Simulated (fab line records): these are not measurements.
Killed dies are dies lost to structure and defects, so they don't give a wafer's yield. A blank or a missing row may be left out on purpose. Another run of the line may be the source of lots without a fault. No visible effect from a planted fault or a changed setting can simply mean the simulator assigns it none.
A struck lot beside a sound one | flow sky130 | 27 steps out of a route of 708
Sound: these wafers, L312.1, L312.3, L312.6. Struck: wafer L317.6. (L317.1 of the same lot was not struck and is left out.) The cause comes at the end.
At each step with rows: each side's tool, then ch and its chambers, then its first start. Under that, the readings that differ: sound wafers | struck wafers | difference of the means | sigmas: that difference in standard deviations of wafers without a fault.
alike: a reading whose means differ by less than 2 such deviations, as well as words and numbers matching on both sides. not compared: withheld readings; readings where some wafer has no value; bounds like >300 that might hide an equal value; numbers whose values overlap and for which the record gives no deviation.
Wherever a step has rows on one side only, a row that says differs or no value, or a row with sigmas, the two part there. Non-overlapping numbers with no deviation appear without sigmas and do not part them. Lack of a reading on every wafer of one side parts them only where that side has two or more wafers.

first, 2 steps without rows for these wafers: SKY_LDD_LDN_PEB_05; SKY_LDD_LDN_DEVELOP_06 (develop time 60 s).
SKY_LDD_LDN_OVL_MEAS_07:
  sound on overlay-01, day 26 10:16; struck on overlay-02, day 27 11:00
  alike: LDD_LDN_OVL
then, 4 steps without rows for these wafers: SKY_LDD_LDN_IMPLANT_08; SKY_LDD_LDN_IMPLANT_09; SKY_LDD_LDN_IMPLANT_10; SKY_LDD_LDN_IMPLANT_11.
SKY_LDD_LDN_STRIP_12: strips in O2/N2.
  sound on plasma_asher-01 ch 0,1, day 26 10:55; struck on plasma_asher-03 ch 1, day 27 11:38
  reading               | sound             | struck | difference | sigmas
  oes_product_au (a.u.) | 0.709 0.707 0.718 | 0.723  | +0.012     | +2
  alike: chamber_pressure_mTorr, drypump_motor_current_A, strip_time_to_endpoint_s
  not compared: rf_hours_counter_h
SKY_LDD_LDN_TW_MEAS_13:
  sound on film_metro-02, day 26 11:01; struck on film_metro-02, day 27 11:44
  alike: LDD_LDN_TW
then, 2 steps without rows for these wafers: SKY_LDD_LDN_CLEAN_14 (cleans in SC1/SC2, time 150 s); SKY_SPACER_CVD_00 (deposits Si3N4 from DCS/NH3, target thk 43.1 nm, time 740 s).
SKY_SPACER_THK_MEAS_01:
  sound on film_metro-01, day 26 12:43; struck on film_metro-04, day 27 13:03
  alike: SPACER_CVD_00_THK
SKY_SPACER_ETCHBACK_02: etches Si3N4 in CH3F/O2, stops on SiO2, time 46.7 s, target depth 45 nm.
  sound on rie_diel-01 ch 0,1,3, day 26 12:46; struck on rie_diel-01 ch 1, day 27 13:07
  reading                                    | sound             | struck | difference | sigmas
  oes_product_au (a.u.)                      | 0.862 0.858 0.858 | 0.716  | -0.143     | -20
  run_length_s (s)                           | 75.1 74.7 75.0    | 94.8   | +19.9      | +46
  model.SiO2_of_SONOS_ONO_CVD_04.thk_nm (nm) | 4.125 4.261 4.209 | 2.159  | -2.039     |
  alike: chamber_pressure_mTorr, drypump_motor_current_A, throttle_valve_pct
  not compared: rf_hours_counter_h
then, 8 steps without rows for these wafers: SKY_POLY_CUT_DEHYDRATE_00 (time 60 s); SKY_POLY_CUT_HMDS_01 (prime time 60 s); SKY_POLY_CUT_COAT_02 (resist thk 60 nm); SKY_POLY_CUT_COAT_03 (resist thk 450 nm); SKY_POLY_CUT_SOFTBAKE_04 (time 90 s); SKY_POLY_CUT_EXPOSE_05 (exposes mask NPCM, target cd 270 nm); SKY_POLY_CUT_PEB_06; SKY_POLY_CUT_DEVELOP_07 (develop time 60 s).
SKY_POLY_CUT_CD_MEAS_08: target cd 270 nm.
  sound on cd_sem-02, day 27 16:58; struck on cd_sem-02, day 28 17:37
  alike: cd_nm
SKY_POLY_CUT_OVL_MEAS_09:
  sound on overlay-02, day 27 17:05; struck on overlay-01, day 28 17:44
  alike: POLY_CUT_OVL
SKY_POLY_CUT_ETCH_10: etches BARC in N2/H2, stops on SiO2, time 45.9 s, target depth 60 nm.
  sound on rie_diel-03 ch 0,3, day 27 17:07; struck on rie_diel-02 ch 3, day 28 17:46
  alike: chamber_pressure_mTorr, drypump_motor_current_A, oes_product_au, throttle_valve_pct
  not compared: rf_hours_counter_h
SKY_POLY_CUT_ETCH_11: etches Si3N4 in CF4/CH2F2/Ar, stops on poly-Si, time 42.5 s, target depth 60 nm.
  sound on rie_diel-03 ch 0,3, day 27 17:10; struck on rie_diel-02 ch 3, day 28 17:49
  reading                              | sound             | struck | difference | sigmas
  oes_product_au (a.u.)                | 0.833 0.823 0.837 | 0.787  | -0.044     | -7
  model.etch.depth_nm (nm)             | 61.95 61.32 62.13 | 56.26  | -5.54      |
  model.POLY_CUT.feature_depth_nm (nm) | 61.95 61.32 62.13 | 56.26  | -5.54      |
  alike: chamber_pressure_mTorr, drypump_motor_current_A, throttle_valve_pct
  not compared: rf_hours_counter_h
SKY_POLY_CUT_STRIP_12: strips in O2/N2.
  sound on plasma_asher-02 ch 0,1, day 27 17:12; struck on plasma_asher-02 ch 1, day 28 17:51
  alike: chamber_pressure_mTorr, drypump_motor_current_A, oes_product_au, strip_time_to_endpoint_s
  not compared: rf_hours_counter_h
-- record jumps: 20 days separate the struck wafers' starts on either side; left off in module POLY_CUT, taken up again in module PAD_OPEN, whose first shown step is the route's number 708 --
SKY_PAD_OPEN_PROBE_99:
  sound on prober-01, day 48 08:56; struck on prober-01, day 49 01:34
  reading                                 | sound             | struck | difference | sigmas
  model.etest.pfet_01v8.r_on_ohm_um       | 2932 2864 2960    | 2685   | -234       |
  model.etest.res_pdiff.line_ohm_um       | 1390 1384 1428    | 1251   | -150       |
  model.etest.res_ndiff.line_ohm_um       | 782.9 781 800.9   | 723.8  | -64.5      |
  model.etest.nfet_g5v0d10v5.r_on_ohm_um  | 1919 1909 1940    | 1878   | -45        |
  model.etest.sonos_uncharged.r_on_ohm_um | 810.2 821.3 831.1 | 788.6  | -32.3      |
  model.etest.pfet_01v8.drive_ua_um       | 191.4 191.9 188.7 | 211.5  | +20.8      |
  model.etest.nfet_01v8_lvt.drive_ua_um   | 572.6 568.5 567.7 | 601.6  | +32.0      |
  model.etest.res_pdiff.rs_ohm_sq         | 199.4 197.2 197.7 | 179.2  | -18.9      |
  alike: killed_at_M0_to_M3, killed_at_M4_up, killed_at_contacts, killed_at_front_end, killed_at_other, killed_dies, killed_open, killed_short

== WHERE THEY PART ==
Last at SKY_POLY_CUT_ETCH_11 as far as this record goes, first at SKY_LDD_LDN_STRIP_12. Later steps at which nothing parts them and some readings are alike: SKY_POLY_CUT_STRIP_12, SKY_PAD_OPEN_PROBE_99.

WHY: what the simulator had put in
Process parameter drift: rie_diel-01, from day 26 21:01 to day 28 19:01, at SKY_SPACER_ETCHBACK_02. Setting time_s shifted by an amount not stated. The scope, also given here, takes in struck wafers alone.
